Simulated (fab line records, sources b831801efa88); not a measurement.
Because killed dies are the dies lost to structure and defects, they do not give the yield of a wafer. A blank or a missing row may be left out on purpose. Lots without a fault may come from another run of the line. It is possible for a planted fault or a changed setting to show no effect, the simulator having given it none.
A struck lot beside a sound one	flow gf180mcu	15 steps out of a route of 602
Sound: these wafers, L417.2, L417.4, L417.5. Struck: wafer L421.6 (L421.4, L421.5, from the same lot, were not struck and are left out); the cause is given at the end.
At each step with rows: each side's tool, then ch and its chambers, then its first start. Under that, the readings that differ: sound wafers	struck wafers	difference of the means	sigmas: that difference in standard deviations of wafers without a fault.
alike: readings with means less than 2 such deviations apart, plus words and numbers identical on both sides. not compared: withheld readings, readings lacking a value on some wafer, bounds such as >300 that could conceal the same value, and numbers that have no deviation in the record and whose values overlap.
Wherever a step has rows on one side only, a row that says differs or no value, or a row with sigmas, the two part there. Numbers that don't overlap but have no deviation are shown without sigmas and don't part them. A reading that every wafer of one side lacks parts them only if that side has two wafers or more.

GF_TOP_METAL_SPUTTER_04: material TiN, target thk 25 nm, time 20.8 s.
  sound: pvd sputter-04 at day 27 15:05; struck: pvd sputter-02 at day 28 20:33
  alike: throttle valve pct
GF_TOP_METAL_RS_MEAS_05: measurement is done with a four-point probe.
  sound: film metro-04 at day 27 15:08; struck: film metro-01 at day 28 20:38
  alike: TOP_METAL_ALCU_RS
GF_TOP_METAL_THK_MEAS_06: measures by xrf.
  sound: film metro-04 at day 27 15:15; struck: film metro-01 at day 28 20:44
  alike: TOP_METAL_ALCU_THK
then, 7 steps without rows for these wafers: GF_TOP_METAL_DEHYDRATE_07 (time 60 s); GF_TOP_METAL_HMDS_08 (prime time 60 s); GF_TOP_METAL_COAT_09 (resist thk 1500 nm); GF_TOP_METAL_SOFTBAKE_10 (time 60 s); GF_TOP_METAL_EXPOSE_11 (exposes mask MetalTop, target cd 440 nm); GF_TOP_METAL_PEB_12; GF_TOP_METAL_DEVELOP_13 (develop time 60 s).
GF_TOP_METAL_CD_MEAS_14: target cd 440 nm.
  sound: cd sem-01 at day 28 11:05; struck: cd sem-02 at day 29 15:38
  alike: cd nm
GF_TOP_METAL_OVL_MEAS_15:
  sound: overlay-02 at day 28 11:12; struck: overlay-02 at day 29 15:43
  alike: TOP_METAL_OVL
GF_TOP_METAL_METAL_ETCH_16: etches the open film in Cl2/BCl3, stops on SiO2, target depth 1197 nm, time 199.5 s.
  sound on rie metal-03 ch 0,1, day 28 11:14; struck on rie metal-02 ch 0, day 29 15:47
reading	sound	struck	difference	sigmas
chamber pressure mTorr (mTorr)	7.987 8.002 8.007	6.415	-1.584	-99 or more
drypump motor current A (A)	5.5 6.3 6.3	5.0	-1.0	-3
oes product au (a.u.)	0.998 0.987 0.994	0.982	-0.011	-2
model.NOVOLAK_of_TOP_METAL_COAT_09.thk nm (nm)	1009 1011 1013	1029	+18	
  alike: mfc cl2 sccm, throttle valve pct
  not compared: rf hours counter h
GF_TOP_METAL_STRIP_17: strips in O2/N2.
  sound on plasma asher-03 ch 1, day 28 11:25; struck on plasma asher-04 ch 0, day 29 15:57
reading	sound	struck	difference	sigmas
drypump motor current A (A)	6.6 6.6 6.6	5.6	-1.0	-2
strip time to endpoint s (s)	12.83 12.79 12.82	12.99	+0.18	+2
  alike: heater power w, oes product au
  not compared: rf hours counter h
then, 1 step without rows for these wafers: GF_PASSIVATION_PROBE_99.

WHERE THEY PART
First at GF_TOP_METAL_METAL_ETCH_16; last, within this record, at GF_TOP_METAL_STRIP_17.

WHY: the cause the simulator had injected
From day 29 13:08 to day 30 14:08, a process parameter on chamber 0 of rie metal-02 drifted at GF_TOP_METAL_METAL_ETCH_16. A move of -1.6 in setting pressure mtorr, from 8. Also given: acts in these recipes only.
